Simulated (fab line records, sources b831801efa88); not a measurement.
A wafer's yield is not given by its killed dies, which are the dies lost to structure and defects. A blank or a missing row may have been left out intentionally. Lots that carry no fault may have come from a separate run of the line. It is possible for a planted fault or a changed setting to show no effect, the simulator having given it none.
A lot that was struck, set against a sound lot    flow gf180mcu    45 out of 602 route steps
Sound: wafers L544.3, L544.4, L544.6. Wafers L548.1, L548.3, L548.6 were the ones struck. At the end, the cause is stated.
Per side, at each step with rows, come the tool, then ch with its chambers, and then its first start. Under that, the readings that differ: sound wafers    struck wafers    difference of the means    sigmas: that difference in standard deviations of wafers without a fault.
alike: same words and numbers on both sides, and readings whose means sit less than 2 such deviations apart. not compared: any withheld reading, any reading some wafer has no value for, any bound like >300 that may hide the same value, and any number with overlapping values for which the record gives no deviation.
A row with sigmas, a row that says differs or no value, or rows on one side alone: a step with any of these is where the two part. Numbers that don't overlap but have no deviation are shown without sigmas and don't part them. A reading missing from all wafers of one side parts the sides only when that side holds two or more wafers.

first, 2 steps without rows for these wafers: GF_NWELL_IMPLANT_08; GF_NWELL_IMPLANT_09.
GF_NWELL_STRIP_10: strips in O2/N2.
  sound on plasmaAsher-04 ch 0,1, day 5 20:47; struck on plasmaAsher-03 ch 0,1, day 6 18:00
  alike: drypumpMotorCurrentA, heaterPowerW, oesProductAu, stripTimeToEndpointS
  not compared: rfHoursCounterH
GF_NWELL_TW_MEAS_11:
  struck on filmMetro-04, day 6 18:06; sound on filmMetro-04, day 5 20:52
  alike: NWELL_TW
then, 7 steps without rows for these wafers: GF_LVPWELL_DEHYDRATE_00 (time 60 s); GF_LVPWELL_HMDS_01 (prime time 60 s); GF_LVPWELL_COAT_02 (resist thk 3000 nm); GF_LVPWELL_SOFTBAKE_03; GF_LVPWELL_EXPOSE_04 (exposes mask LVPWELL, target cd 600 nm); GF_LVPWELL_PEB_05; GF_LVPWELL_DEVELOP_06 (develop time 60 s).
GF_LVPWELL_OVL_MEAS_07:
  struck on overlay-02, day 7 09:25; sound on overlay-02, day 6 11:17
  alike: LVPWELL_OVL
GF_LVPWELL_IMPLANT_08:
  sound on implanter-03 ch 0, day 6 11:22; struck on implanter-03 ch 0, day 7 09:27
reading           sound                            struck                            difference   sigmas
doseIonsCm2       1.5007e+13 1.4994e+13 1.501e+13  1.5714e+13 1.5724e+13 1.5717e+13  +7.1467e+11  +40
faradayCurrentUA  84.5 82.4 87.0                   92.1 88.0 89.0                    +5.1         +3
after that, 1 step had no rows for these wafers: GF_LVPWELL_IMPLANT_09.
GF_LVPWELL_STRIP_10: strips in O2/N2.
  sound on plasmaAsher-03 ch 0,1, day 6 11:38; struck on plasmaAsher-02 ch 0,1, day 7 09:45
  alike: drypumpMotorCurrentA, heaterPowerW, oesProductAu, stripTimeToEndpointS
  not compared: rfHoursCounterH
GF_LVPWELL_TW_MEAS_11:
  struck on filmMetro-01, day 7 09:51; sound on filmMetro-04, day 6 11:44
reading     sound        struck       difference  sigmas
LVPWELL_TW  557 559 561  571 568 570  +11         +3
then, 7 steps without rows for these wafers: GF_MVSD_DEHYDRATE_00 (time 60 s); GF_MVSD_HMDS_01 (prime time 60 s); GF_MVSD_COAT_02 (resist thk 3000 nm); GF_MVSD_SOFTBAKE_03; GF_MVSD_EXPOSE_04 (exposes mask MVSD, target cd 1000 nm); GF_MVSD_PEB_05; GF_MVSD_DEVELOP_06 (develop time 60 s).
GF_MVSD_OVL_MEAS_07:
  struck on overlay-01, day 8 01:04; sound on overlay-02, day 7 02:56
reading        sound           struck       difference  sigmas
MVSD_OVL (nm)  -2.6 -1.6 -2.1  0.9 0.1 2.6  +3.3        +2
then, 2 steps without rows for these wafers: GF_MVSD_IMPLANT_08; GF_MVSD_IMPLANT_09.
GF_MVSD_STRIP_10: strips in O2/N2.
  sound on plasmaAsher-03 ch 0,1, day 7 03:17; struck on plasmaAsher-04 ch 0,1, day 8 01:24
  alike: drypumpMotorCurrentA, heaterPowerW, oesProductAu, stripTimeToEndpointS
  not compared: rfHoursCounterH
GF_MVSD_TW_MEAS_11:
  struck on filmMetro-04, day 8 01:30; sound on filmMetro-03, day 7 03:23
reading  sound           struck          difference  sigmas
MVSD_TW  1584 1593 1594  1569 1562 1563  -26         -2
then, 7 steps without rows for these wafers: GF_MVPSD_DEHYDRATE_00 (time 60 s); GF_MVPSD_HMDS_01 (prime time 60 s); GF_MVPSD_COAT_02 (resist thk 3000 nm); GF_MVPSD_SOFTBAKE_03; GF_MVPSD_EXPOSE_04 (exposes mask MVPSD, target cd 1000 nm); GF_MVPSD_PEB_05; GF_MVPSD_DEVELOP_06 (develop time 60 s).
GF_MVPSD_OVL_MEAS_07:
  struck on overlay-02, day 8 17:43; sound on overlay-02, day 7 19:02
  alike: MVPSD_OVL
then, 2 steps without rows for these wafers: GF_MVPSD_IMPLANT_08; GF_MVPSD_IMPLANT_09.
GF_MVPSD_STRIP_10: strips in O2/N2.
  sound on plasmaAsher-01 ch 0,1, day 7 19:23; struck on plasmaAsher-02 ch 0,1, day 8 18:03
  alike: drypumpMotorCurrentA, heaterPowerW, oesProductAu, stripTimeToEndpointS
  not compared: rfHoursCounterH
GF_MVPSD_TW_MEAS_11:
  struck on filmMetro-03, day 8 18:09; sound on filmMetro-01, day 7 19:28
  alike: MVPSD_TW
then, 2 steps without rows for these wafers: GF_VT_IMPLANT_DEHYDRATE_00 (time 60 s); GF_VT_IMPLANT_HMDS_01 (prime time 60 s).
-- the record jumps here: 3 days lie between the struck wafers' starts before and after --
GF_VT_IMPLANT_RS_MEAS_48: a four-point-probe measurement.
  struck on filmMetro-01, day 11 18:26; sound on filmMetro-01, day 10 17:38
reading              sound           struck          difference  sigmas
LVPWELL_RS (ohm/sq)  1194 1194 1197  1172 1173 1172  -23         -8
  not compared: hold
GF_VT_IMPLANT_RS_MEAS_49: a four-point-probe measurement.
  struck on filmMetro-01, day 11 20:38; sound on filmMetro-01, day 10 17:45
reading  sound  struck                                                                   difference                    sigmas
hold     - - -  awaitDispo/2.1h/release awaitDispo/2.1h/release awaitDispo/2.1h/release  no value on the sound wafers  
  alike: MVPSD_RS
GF_PASSIVATION_PROBE_99:
  the record has rows for the sound wafers here (prober-02, day 32 09:27) and none for the struck ones

== WHERE THEY PART ==
Earliest at GF_LVPWELL_IMPLANT_08; latest, in this record, at GF_PASSIVATION_PROBE_99.

WHY: whatever the simulator had introduced
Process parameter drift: implanter-03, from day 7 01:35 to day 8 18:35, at GF_LVPWELL_IMPLANT_08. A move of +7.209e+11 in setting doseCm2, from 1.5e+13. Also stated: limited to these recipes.
